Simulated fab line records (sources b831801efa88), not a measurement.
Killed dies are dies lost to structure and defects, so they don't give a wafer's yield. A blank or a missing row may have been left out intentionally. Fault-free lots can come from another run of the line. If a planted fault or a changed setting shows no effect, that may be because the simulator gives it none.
fab line records / flow sky130 / part 2 of 2: steps 26 to 35 of 35
record lots=5 wafers=15 lastDay=50
route steps=708 shown GATE_OXIDE@195 POLY_GATE@204 RES_PROTECT@206
lots that met no fault: taken from a fault-free run of the same line
startH: hours from the record's opening day to when the first of the lot's shown wafers began / waitH: how many hours have passed since the lot's step before this one / " the same as in the row above / L1.1+2: a row that stands for several wafers / - no value present, or no start provided / * or withheld: withheld / < > ~ a bound
route shown NAME@n: names a module that has steps shown in the file, with the first one's number in the route / usual: mean and standard deviation over wafers with no fault / same: alike in all rows / chamber/n: place in a boat / sites: the reading at each site / _std_site: standard deviation of those values / _edge_site: outer sites' mean less inner sites' / radiusMm: for every site, how far away it sits from the centre of the wafer / mask NAME#n: copy n / behind: the last tool/chamber to shape the wafer / hold: reason for holding the lot/hours on hold/outcome of the hold / device: which transistor (n, p or np) failed to switch / end of line: tests of these same wafers at the route's end / where a step has no rows: the recipe by itself / killed: count of dies lost to structure and defects at first sort (not the wafer's yield) / map: dies across one wafer; x = killed, . = not, _ = none there
set.NAME: the setting that was run; set.NAME@STEP: the one run at that earlier step / model.NAME: the simulator's own value behind a step, which no gauge read
certain route steps with their lots: each step a table, each wafer a row
services: a tool's chamber out of use, with start hour (startH, from the record's first day; less than 0 if before it), hours out, and reason
## steps
# step SKY_POLY_GATE_HMDS_06
# recipe primeTimeS=60 primeTempC=120
# usual exhaustPa=45.1/0.93
# same primeTimeS=60
lot.wafer=L078.2 tool=lithoTrack-02 chamber=0 startH=397.72 waitH=0.1 exhaustPa=44.6
lot.wafer=L078.3 tool=lithoTrack-02 chamber=0 startH=397.72 waitH=0.1 exhaustPa=46.4
lot.wafer=L078.5 tool=lithoTrack-02 chamber=0 startH=397.72 waitH=0.1 exhaustPa=46.3
lot.wafer=L081.2 tool=lithoTrack-02 chamber=0 startH=433.82 waitH=0.1 exhaustPa=45.1
lot.wafer=L081.4 tool=lithoTrack-02 chamber=0 startH=433.82 waitH=0.1 exhaustPa=45.3
lot.wafer=L081.6 tool=lithoTrack-02 chamber=0 startH=433.82 waitH=0.1 exhaustPa=46.1
lot.wafer=L085.2 tool=lithoTrack-04 chamber=0 startH=461.53 waitH=0.1 exhaustPa=44.7
lot.wafer=L085.4 tool=lithoTrack-04 chamber=0 startH=461.53 waitH=0.1 exhaustPa=45.2
lot.wafer=L085.6 tool=lithoTrack-04 chamber=0 startH=461.53 waitH=0.1 exhaustPa=46.2
lot.wafer=L093.1 tool=lithoTrack-02 chamber=0 startH=518.14 waitH=0.1 exhaustPa=44.6
lot.wafer=L093.3 tool=lithoTrack-02 chamber=0 startH=518.14 waitH=0.1 exhaustPa=44.8
lot.wafer=L093.5 tool=lithoTrack-02 chamber=0 startH=518.14 waitH=0.1 exhaustPa=46.2
lot.wafer=L096.1 tool=lithoTrack-04 chamber=0 startH=546.35 waitH=0.1 exhaustPa=43.1
lot.wafer=L096.2 tool=lithoTrack-04 chamber=0 startH=546.35 waitH=0.1 exhaustPa=44.3
lot.wafer=L096.6 tool=lithoTrack-04 chamber=0 startH=546.35 waitH=0.1 exhaustPa=44.9
# step SKY_POLY_GATE_COAT_07
# recipe resist=BARC tempC=withheld timeS=withheld spinRpm=3000 resistThkNm=110
# usual exhaustPa=45.0/0.8
lot.wafer=L078.2 tool=lithoTrack-02 chamber=0 startH=397.87 waitH=0.1 exhaustPa=45.0
lot.wafer=L078.3 tool=lithoTrack-02 chamber=0 startH=397.87 waitH=0.1 exhaustPa=45.1
lot.wafer=L078.5 tool=lithoTrack-02 chamber=0 startH=397.87 waitH=0.1 exhaustPa=44.3
lot.wafer=L081.2 tool=lithoTrack-02 chamber=0 startH=433.97 waitH=0.1 exhaustPa=44.4
lot.wafer=L081.4 tool=lithoTrack-02 chamber=0 startH=433.97 waitH=0.1 exhaustPa=45.3
lot.wafer=L081.6 tool=lithoTrack-02 chamber=0 startH=433.97 waitH=0.1 exhaustPa=45.4
lot.wafer=L085.2 tool=lithoTrack-04 chamber=0 startH=461.68 waitH=0.1 exhaustPa=46.2
lot.wafer=L085.4 tool=lithoTrack-04 chamber=0 startH=461.68 waitH=0.1 exhaustPa=45.1
lot.wafer=L085.6 tool=lithoTrack-04 chamber=0 startH=461.68 waitH=0.1 exhaustPa=45.7
lot.wafer=L093.1 tool=lithoTrack-02 chamber=0 startH=518.29 waitH=0.1 exhaustPa=44.9
lot.wafer=L093.3 tool=lithoTrack-02 chamber=0 startH=518.29 waitH=0.1 exhaustPa=46.3
lot.wafer=L093.5 tool=lithoTrack-02 chamber=0 startH=518.29 waitH=0.1 exhaustPa=45.3
lot.wafer=L096.1 tool=lithoTrack-04 chamber=0 startH=546.50 waitH=0.1 exhaustPa=45.7
lot.wafer=L096.2 tool=lithoTrack-04 chamber=0 startH=546.50 waitH=0.1 exhaustPa=46.5
lot.wafer=L096.6 tool=lithoTrack-04 chamber=0 startH=546.50 waitH=0.1 exhaustPa=46.5
# step SKY_POLY_GATE_COAT_08
# recipe resist=KrF-thick spinRpm=3000 resistThkNm=450
# usual exhaustPa=44.9/0.76
lot.wafer=L078.2 tool=lithoTrack-02 chamber=0 startH=- waitH=- exhaustPa=44.1
lot.wafer=L078.3 tool=lithoTrack-02 chamber=0 startH=- waitH=- exhaustPa=44.4
lot.wafer=L078.5 tool=lithoTrack-02 chamber=0 startH=- waitH=- exhaustPa=44.4
lot.wafer=L081.2 tool=lithoTrack-02 chamber=0 startH=- waitH=- exhaustPa=45.3
lot.wafer=L081.4 tool=lithoTrack-02 chamber=0 startH=- waitH=- exhaustPa=45.1
lot.wafer=L081.6 tool=lithoTrack-02 chamber=0 startH=- waitH=- exhaustPa=46.6
lot.wafer=L085.2 tool=lithoTrack-04 chamber=0 startH=- waitH=- exhaustPa=45.0
lot.wafer=L085.4 tool=lithoTrack-04 chamber=0 startH=- waitH=- exhaustPa=44.5
lot.wafer=L085.6 tool=lithoTrack-04 chamber=0 startH=- waitH=- exhaustPa=44.2
lot.wafer=L093.1 tool=lithoTrack-02 chamber=0 startH=- waitH=- exhaustPa=45.9
lot.wafer=L093.3 tool=lithoTrack-02 chamber=0 startH=- waitH=- exhaustPa=46.0
lot.wafer=L093.5 tool=lithoTrack-02 chamber=0 startH=- waitH=- exhaustPa=44.8
lot.wafer=L096.1 tool=lithoTrack-04 chamber=0 startH=- waitH=- exhaustPa=45.2
lot.wafer=L096.2 tool=lithoTrack-04 chamber=0 startH=- waitH=- exhaustPa=45.3
lot.wafer=L096.6 tool=lithoTrack-04 chamber=0 startH=- waitH=- exhaustPa=45.1
# step SKY_POLY_GATE_SOFTBAKE_09
# recipe tempC=100 timeS=90 resist=KrF-thick
# usual exhaustPa=45.0/0.88 heaterPowerTotalW=57.35/0.12
# same timeS=90
lot.wafer=L078.2 tool=lithoTrack-02 chamber=0 startH=- waitH=- exhaustPa=45.0 heaterPowerTotalW=57.22
lot.wafer=L078.3 tool=lithoTrack-02 chamber=0 startH=- waitH=- exhaustPa=45.1 heaterPowerTotalW=57.45
lot.wafer=L078.5 tool=lithoTrack-02 chamber=0 startH=- waitH=- exhaustPa=43.7 heaterPowerTotalW=57.50
lot.wafer=L081.2 tool=lithoTrack-02 chamber=0 startH=- waitH=- exhaustPa=43.8 heaterPowerTotalW=57.37
lot.wafer=L081.4 tool=lithoTrack-02 chamber=0 startH=- waitH=- exhaustPa=44.9 heaterPowerTotalW=57.38
lot.wafer=L081.6 tool=lithoTrack-02 chamber=0 startH=- waitH=- exhaustPa=44.7 heaterPowerTotalW=57.41
lot.wafer=L085.2 tool=lithoTrack-04 chamber=0 startH=- waitH=- exhaustPa=45.8 heaterPowerTotalW=57.33
lot.wafer=L085.4 tool=lithoTrack-04 chamber=0 startH=- waitH=- exhaustPa=46.2 heaterPowerTotalW=57.48
lot.wafer=L085.6 tool=lithoTrack-04 chamber=0 startH=- waitH=- exhaustPa=46.4 heaterPowerTotalW=57.22
lot.wafer=L093.1 tool=lithoTrack-02 chamber=0 startH=- waitH=- exhaustPa=44.3 heaterPowerTotalW=57.32
lot.wafer=L093.3 tool=lithoTrack-02 chamber=0 startH=- waitH=- exhaustPa=43.6 heaterPowerTotalW=57.47
lot.wafer=L093.5 tool=lithoTrack-02 chamber=0 startH=- waitH=- exhaustPa=44.6 heaterPowerTotalW=57.16
lot.wafer=L096.1 tool=lithoTrack-04 chamber=0 startH=- waitH=- exhaustPa=44.7 heaterPowerTotalW=57.27
lot.wafer=L096.2 tool=lithoTrack-04 chamber=0 startH=- waitH=- exhaustPa=44.8 heaterPowerTotalW=57.25
lot.wafer=L096.6 tool=lithoTrack-04 chamber=0 startH=- waitH=- exhaustPa=45.4 heaterPowerTotalW=57.27
# step SKY_POLY_GATE_EXPOSE_10
# recipe maskId=P1M na=0.68 sourceShape=conventional sigmaOuter=0.6 targetCdNm=150 doseMj=28
# usual exposureDoseMJCm2=27.997/0.026
lot.wafer=L078.2 tool=krfScanner-02 chamber=0 startH=- waitH=- mask=P1M#0 exposureDoseMJCm2=27.970
lot.wafer=L078.3 tool=krfScanner-02 chamber=0 startH=- waitH=- mask=P1M#0 exposureDoseMJCm2=28.016
lot.wafer=L078.5 tool=krfScanner-02 chamber=0 startH=- waitH=- mask=P1M#0 exposureDoseMJCm2=28.046
lot.wafer=L081.2 tool=krfScanner-01 chamber=0 startH=- waitH=- mask=P1M#0 exposureDoseMJCm2=28.043
lot.wafer=L081.4 tool=krfScanner-01 chamber=0 startH=- waitH=- mask=P1M#0 exposureDoseMJCm2=27.980
lot.wafer=L081.6 tool=krfScanner-01 chamber=0 startH=- waitH=- mask=P1M#0 exposureDoseMJCm2=28.014
lot.wafer=L085.2 tool=krfScanner-01 chamber=0 startH=- waitH=- mask=P1M#0 exposureDoseMJCm2=27.996
lot.wafer=L085.4 tool=krfScanner-01 chamber=0 startH=- waitH=- mask=P1M#0 exposureDoseMJCm2=28.006
lot.wafer=L085.6 tool=krfScanner-01 chamber=0 startH=- waitH=- mask=P1M#0 exposureDoseMJCm2=27.971
lot.wafer=L093.1 tool=krfScanner-02 chamber=0 startH=- waitH=- mask=P1M#0 exposureDoseMJCm2=27.991
lot.wafer=L093.3 tool=krfScanner-02 chamber=0 startH=- waitH=- mask=P1M#0 exposureDoseMJCm2=28.023
lot.wafer=L093.5 tool=krfScanner-02 chamber=0 startH=- waitH=- mask=P1M#0 exposureDoseMJCm2=27.954
lot.wafer=L096.1 tool=krfScanner-01 chamber=0 startH=- waitH=- mask=P1M#0 exposureDoseMJCm2=27.954
lot.wafer=L096.2 tool=krfScanner-01 chamber=0 startH=- waitH=- mask=P1M#0 exposureDoseMJCm2=27.976
lot.wafer=L096.6 tool=krfScanner-01 chamber=0 startH=- waitH=- mask=P1M#0 exposureDoseMJCm2=27.992
# step SKY_POLY_GATE_PEB_11
# recipe pebTempC=withheld pebTimeS=withheld resist=KrF-thick
# usual exhaustPa=45.0/0.87
lot.wafer=L078.2 tool=lithoTrack-01 chamber=0 startH=- waitH=- exhaustPa=45.6
lot.wafer=L078.3 tool=lithoTrack-01 chamber=0 startH=- waitH=- exhaustPa=45.7
lot.wafer=L078.5 tool=lithoTrack-01 chamber=0 startH=- waitH=- exhaustPa=45.2
lot.wafer=L081.2 tool=lithoTrack-01 chamber=0 startH=- waitH=- exhaustPa=46.4
lot.wafer=L081.4 tool=lithoTrack-01 chamber=0 startH=- waitH=- exhaustPa=44.8
lot.wafer=L081.6 tool=lithoTrack-01 chamber=0 startH=- waitH=- exhaustPa=46.0
lot.wafer=L085.2 tool=lithoTrack-01 chamber=0 startH=- waitH=- exhaustPa=46.3
lot.wafer=L085.4 tool=lithoTrack-01 chamber=0 startH=- waitH=- exhaustPa=44.4
lot.wafer=L085.6 tool=lithoTrack-01 chamber=0 startH=- waitH=- exhaustPa=44.7
lot.wafer=L093.1 tool=lithoTrack-02 chamber=0 startH=- waitH=- exhaustPa=45.6
lot.wafer=L093.3 tool=lithoTrack-02 chamber=0 startH=- waitH=- exhaustPa=45.1
lot.wafer=L093.5 tool=lithoTrack-02 chamber=0 startH=- waitH=- exhaustPa=44.8
lot.wafer=L096.1 tool=lithoTrack-04 chamber=0 startH=- waitH=- exhaustPa=44.6
lot.wafer=L096.2 tool=lithoTrack-04 chamber=0 startH=- waitH=- exhaustPa=45.6
lot.wafer=L096.6 tool=lithoTrack-04 chamber=0 startH=- waitH=- exhaustPa=44.5
# step SKY_POLY_GATE_DEVELOP_12
# recipe developTimeS=60 resist=KrF-thick devTempC=21
# usual exhaustPa=45.0/0.99
lot.wafer=L078.2 tool=lithoTrack-01 chamber=0 startH=- waitH=- exhaustPa=46.4
lot.wafer=L078.3 tool=lithoTrack-01 chamber=0 startH=- waitH=- exhaustPa=45.4
lot.wafer=L078.5 tool=lithoTrack-01 chamber=0 startH=- waitH=- exhaustPa=45.0
lot.wafer=L081.2 tool=lithoTrack-01 chamber=0 startH=- waitH=- exhaustPa=44.6
lot.wafer=L081.4 tool=lithoTrack-01 chamber=0 startH=- waitH=- exhaustPa=45.0
lot.wafer=L081.6 tool=lithoTrack-01 chamber=0 startH=- waitH=- exhaustPa=45.2
lot.wafer=L085.2 tool=lithoTrack-01 chamber=0 startH=- waitH=- exhaustPa=45.5
lot.wafer=L085.4 tool=lithoTrack-01 chamber=0 startH=- waitH=- exhaustPa=46.3
lot.wafer=L085.6 tool=lithoTrack-01 chamber=0 startH=- waitH=- exhaustPa=46.0
lot.wafer=L093.1 tool=lithoTrack-02 chamber=0 startH=- waitH=- exhaustPa=44.7
lot.wafer=L093.3 tool=lithoTrack-02 chamber=0 startH=- waitH=- exhaustPa=44.5
lot.wafer=L093.5 tool=lithoTrack-02 chamber=0 startH=- waitH=- exhaustPa=44.0
lot.wafer=L096.1 tool=lithoTrack-04 chamber=0 startH=- waitH=- exhaustPa=46.2
lot.wafer=L096.2 tool=lithoTrack-04 chamber=0 startH=- waitH=- exhaustPa=44.8
lot.wafer=L096.6 tool=lithoTrack-04 chamber=0 startH=- waitH=- exhaustPa=44.8
# step SKY_POLY_GATE_CD_MEAS_13
# recipe targetCdNm=150
# usual cdNm=149.9/1.6
lot.wafer=L078.2 tool=cdSem-02 chamber=- startH=412.09 waitH=- cdNm=151.4
lot.wafer=L078.3 tool=cdSem-02 chamber=- startH=412.09 waitH=- cdNm=151.0
lot.wafer=L078.5 tool=cdSem-02 chamber=- startH=412.09 waitH=- cdNm=149.3
lot.wafer=L081.2 tool=cdSem-01 chamber=- startH=449.69 waitH=- cdNm=151.8
lot.wafer=L081.4 tool=cdSem-01 chamber=- startH=449.69 waitH=- cdNm=152.2
lot.wafer=L081.6 tool=cdSem-01 chamber=- startH=449.69 waitH=- cdNm=152.4
lot.wafer=L085.2 tool=cdSem-02 chamber=- startH=476.84 waitH=- cdNm=149.2
lot.wafer=L085.4 tool=cdSem-02 chamber=- startH=476.84 waitH=- cdNm=150.0
lot.wafer=L085.6 tool=cdSem-02 chamber=- startH=476.84 waitH=- cdNm=148.1
lot.wafer=L093.1 tool=cdSem-02 chamber=- startH=533.24 waitH=- cdNm=150.6
lot.wafer=L093.3 tool=cdSem-02 chamber=- startH=533.24 waitH=- cdNm=149.2
lot.wafer=L093.5 tool=cdSem-02 chamber=- startH=533.24 waitH=- cdNm=149.9
lot.wafer=L096.1 tool=cdSem-01 chamber=- startH=562.50 waitH=- cdNm=146.4
lot.wafer=L096.2 tool=cdSem-01 chamber=- startH=562.50 waitH=- cdNm=145.7
lot.wafer=L096.6 tool=cdSem-01 chamber=- startH=562.50 waitH=- cdNm=146.8
# step SKY_POLY_GATE_OVL_MEAS_14
# usual POLY_GATE_OVL=-1/5.7
lot.wafer=L078.2 tool=overlay-01 chamber=- startH=412.20 waitH=0.1 POLY_GATE_OVL[nm]=-7
lot.wafer=L078.3 tool=overlay-01 chamber=- startH=412.20 waitH=0.1 POLY_GATE_OVL[nm]=-1
lot.wafer=L078.5 tool=overlay-01 chamber=- startH=412.20 waitH=0.1 POLY_GATE_OVL[nm]=7
lot.wafer=L081.2 tool=overlay-01 chamber=- startH=449.80 waitH=0.1 POLY_GATE_OVL[nm]=5
lot.wafer=L081.4 tool=overlay-01 chamber=- startH=449.80 waitH=0.1 POLY_GATE_OVL[nm]=8
lot.wafer=L081.6 tool=overlay-01 chamber=- startH=449.80 waitH=0.1 POLY_GATE_OVL[nm]=8
lot.wafer=L085.2 tool=overlay-02 chamber=- startH=476.94 waitH=0.1 POLY_GATE_OVL[nm]=4
lot.wafer=L085.4 tool=overlay-02 chamber=- startH=476.94 waitH=0.1 POLY_GATE_OVL[nm]=-1
lot.wafer=L085.6 tool=overlay-02 chamber=- startH=476.94 waitH=0.1 POLY_GATE_OVL[nm]=-1
lot.wafer=L093.1 tool=overlay-02 chamber=- startH=533.36 waitH=0.1 POLY_GATE_OVL[nm]=2
lot.wafer=L093.3 tool=overlay-02 chamber=- startH=533.36 waitH=0.1 POLY_GATE_OVL[nm]=2
lot.wafer=L093.5 tool=overlay-02 chamber=- startH=533.36 waitH=0.1 POLY_GATE_OVL[nm]=-2
lot.wafer=L096.1 tool=overlay-01 chamber=- startH=562.62 waitH=0.1 POLY_GATE_OVL[nm]=-4
lot.wafer=L096.2 tool=overlay-01 chamber=- startH=562.62 waitH=0.1 POLY_GATE_OVL[nm]=-7
lot.wafer=L096.6 tool=overlay-01 chamber=- startH=562.62 waitH=0.1 POLY_GATE_OVL[nm]=-7
# step SKY_POLY_GATE_ETCH_15
# recipe chemistry=N2/H2 target=BARC ionEnergyEv=200 sourceW=500 biasW=100 pressureMtorr=30 n2FlowSccm=100 h2FlowSccm=200 stopOn=SiO2 timeS=118.5 targetDepthA=1100
# usual drypumpMotorCurrentA=5.7/0.53 oesProductAu=0.716/0.0047 throttleValvePct=13.213/0.0085
# same timeS=118.5
lot.wafer=L078.2 tool=rieDiel-03 chamber=1 startH=412.23 waitH=0.0 drypumpMotorCurrentA=5.9 oesProductAu=0.714 rfHoursCounterH=4 throttleValvePct=13.220
lot.wafer=L078.3 tool=rieDiel-03 chamber=2 startH=412.23 waitH=0.0 drypumpMotorCurrentA=5.0 oesProductAu=0.713 rfHoursCounterH=12 throttleValvePct=13.220
lot.wafer=L078.5 tool=rieDiel-03 chamber=2 startH=412.23 waitH=0.0 drypumpMotorCurrentA=5.0 oesProductAu=0.717 rfHoursCounterH=- throttleValvePct=13.210
lot.wafer=L081.2 tool=rieDiel-01 chamber=1 startH=449.83 waitH=0.0 drypumpMotorCurrentA=5.4 oesProductAu=0.719 rfHoursCounterH=8 throttleValvePct=13.211
lot.wafer=L081.4 tool=rieDiel-01 chamber=3 startH=449.83 waitH=0.0 drypumpMotorCurrentA=4.8 oesProductAu=0.708 rfHoursCounterH=45 throttleValvePct=13.206
lot.wafer=L081.6 tool=rieDiel-01 chamber=3 startH=449.83 waitH=0.0 drypumpMotorCurrentA=4.8 oesProductAu=0.714 rfHoursCounterH=- throttleValvePct=13.196
lot.wafer=L085.2 tool=rieDiel-03 chamber=1 startH=476.97 waitH=0.0 drypumpMotorCurrentA=5.9 oesProductAu=0.714 rfHoursCounterH=6 throttleValvePct=13.204
lot.wafer=L085.4 tool=rieDiel-03 chamber=0 startH=476.97 waitH=0.0 drypumpMotorCurrentA=5.6 oesProductAu=0.719 rfHoursCounterH=21 throttleValvePct=13.219
lot.wafer=L085.6 tool=rieDiel-03 chamber=3 startH=476.97 waitH=0.0 drypumpMotorCurrentA=6.3 oesProductAu=0.718 rfHoursCounterH=- throttleValvePct=13.214
lot.wafer=L093.1 tool=rieDiel-01 chamber=2 startH=533.40 waitH=0.0 drypumpMotorCurrentA=6.5 oesProductAu=0.712 rfHoursCounterH=7 throttleValvePct=13.208
lot.wafer=L093.3 tool=rieDiel-01 chamber=1 startH=533.40 waitH=0.0 drypumpMotorCurrentA=5.4 oesProductAu=0.718 rfHoursCounterH=9 throttleValvePct=13.215
lot.wafer=L093.5 tool=rieDiel-01 chamber=0 startH=533.40 waitH=0.0 drypumpMotorCurrentA=6.6 oesProductAu=0.709 rfHoursCounterH=- throttleValvePct=13.212
lot.wafer=L096.1 tool=rieDiel-01 chamber=0 startH=562.66 waitH=0.0 drypumpMotorCurrentA=6.5 oesProductAu=0.715 rfHoursCounterH=11 throttleValvePct=13.235
lot.wafer=L096.2 tool=rieDiel-01 chamber=1 startH=562.66 waitH=0.0 drypumpMotorCurrentA=5.4 oesProductAu=0.710 rfHoursCounterH=10 throttleValvePct=13.209
lot.wafer=L096.6 tool=rieDiel-01 chamber=2 startH=562.66 waitH=0.0 drypumpMotorCurrentA=6.5 oesProductAu=0.717 rfHoursCounterH=- throttleValvePct=13.206
## services
tool=furnace-01 chamber=- startH=336.63 hours=3.1 kind=pm
tool=plasmaAsher-04 chamber=- startH=344.94 hours=57.4 kind=repair
tool=rieDiel-01 chamber=2 startH=358.77 hours=8.0 kind=repair
tool=rieDiel-01 chamber=0 startH=361.66 hours=11.4 kind=repair
tool=implanter-02 chamber=- startH=362.62 hours=4.4 kind=pm
tool=wetBench-02 chamber=- startH=386.99 hours=7.3 kind=repair
tool=implanter-02 chamber=- startH=391.47 hours=6.0 kind=repair
tool=furnace-01 chamber=- startH=397.37 hours=6.5 kind=pm
tool=ilineStepper-02 chamber=- startH=402.92 hours=4.4 kind=pm
tool=krfScanner-01 chamber=- startH=408.26 hours=1.3 kind=pm
tool=ilineStepper-02 chamber=- startH=413.14 hours=1.7 kind=pm
tool=plasmaAsher-04 chamber=- startH=417.84 hours=1.1 kind=repair
tool=lpcvd-02 chamber=- startH=422.03 hours=0.8 kind=repair
tool=krfScanner-01 chamber=- startH=425.79 hours=1.0 kind=pm
tool=implanter-02 chamber=- startH=455.97 hours=4.7 kind=repair
tool=wetBench-03 chamber=- startH=457.89 hours=32.3 kind=repair
tool=implanter-01 chamber=- startH=491.95 hours=2.7 kind=repair
tool=lpcvd-02 chamber=- startH=507.33 hours=0.9 kind=repair
tool=wetBench-02 chamber=- startH=511.09 hours=2.4 kind=repair
tool=ilineStepper-02 chamber=- startH=528.82 hours=5.1 kind=repair
tool=implanter-01 chamber=- startH=538.82 hours=17.4 kind=repair
tool=lpcvd-01 chamber=- startH=539.53 hours=0.3 kind=repair
tool=ilineStepper-02 chamber=- startH=544.90 hours=1.6 kind=repair
tool=implanter-01 chamber=- startH=556.25 hours=4.1 kind=pm
